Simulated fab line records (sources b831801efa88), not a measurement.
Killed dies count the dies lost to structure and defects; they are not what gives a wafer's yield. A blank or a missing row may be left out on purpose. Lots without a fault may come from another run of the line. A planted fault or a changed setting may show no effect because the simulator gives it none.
What tool caused it? + flow gf180mcu + 7 lots (20 wafers sampled), 1 step of a 602-step route

WHAT THE GAUGES SHOWED, per wafer
GF_STI_CD_MEAS_12: target cd 220 nm.
| lot  | measured    | on        | cd_nm (nm)        |
|------|-------------|-----------|-------------------|
| L549 | day 2 06:38 | cd_sem-01 | 220.2 218.8 220.2 |
| L551 | day 2 18:03 | cd_sem-01 | 218.9 220.2 220.3 |
| L553 | day 3 03:25 | cd_sem-02 | 221.7 219.9 219.3 |
| L555 | day 3 13:07 | cd_sem-01 | 218.8 221.0 218.7 |
| L559 | day 4 10:15 | cd_sem-02 | 218.7 219.3 219.0 |
| L563 | day 5 06:50 | cd_sem-02 | 220.3 220.5       |
| L566 | day 5 22:38 | cd_sem-02 | 219.0 219.9 219.2 |

EACH LOT AND THE TOOL THAT RAN IT (in order: tool; ch and the chambers of the sampled wafers; start)
No process step before these readings appears in the record.

THE ANSWER, worked out from the rows above alone
Rule: the usual values come from the lots themselves. Put in order of their means at a reading, lots are off if they are a third of the lots or fewer, leave a main group of 4 or more, and stand apart from it by a gap of 3 or more times the standard deviation of the main group's means; of several such gaps the widest counts. A main group is skipped when, at the precision printed for the reading in the tables above, its means are all equal. Also off: a lot with no number at a reading for which 4 or more lots have one. Where the step has rows for the other lots, those lots are counted as sound.
No lot is off at any reading shown: from this, nothing can be told.

WHAT HAD BEEN PUT IN BY THE SIMULATOR
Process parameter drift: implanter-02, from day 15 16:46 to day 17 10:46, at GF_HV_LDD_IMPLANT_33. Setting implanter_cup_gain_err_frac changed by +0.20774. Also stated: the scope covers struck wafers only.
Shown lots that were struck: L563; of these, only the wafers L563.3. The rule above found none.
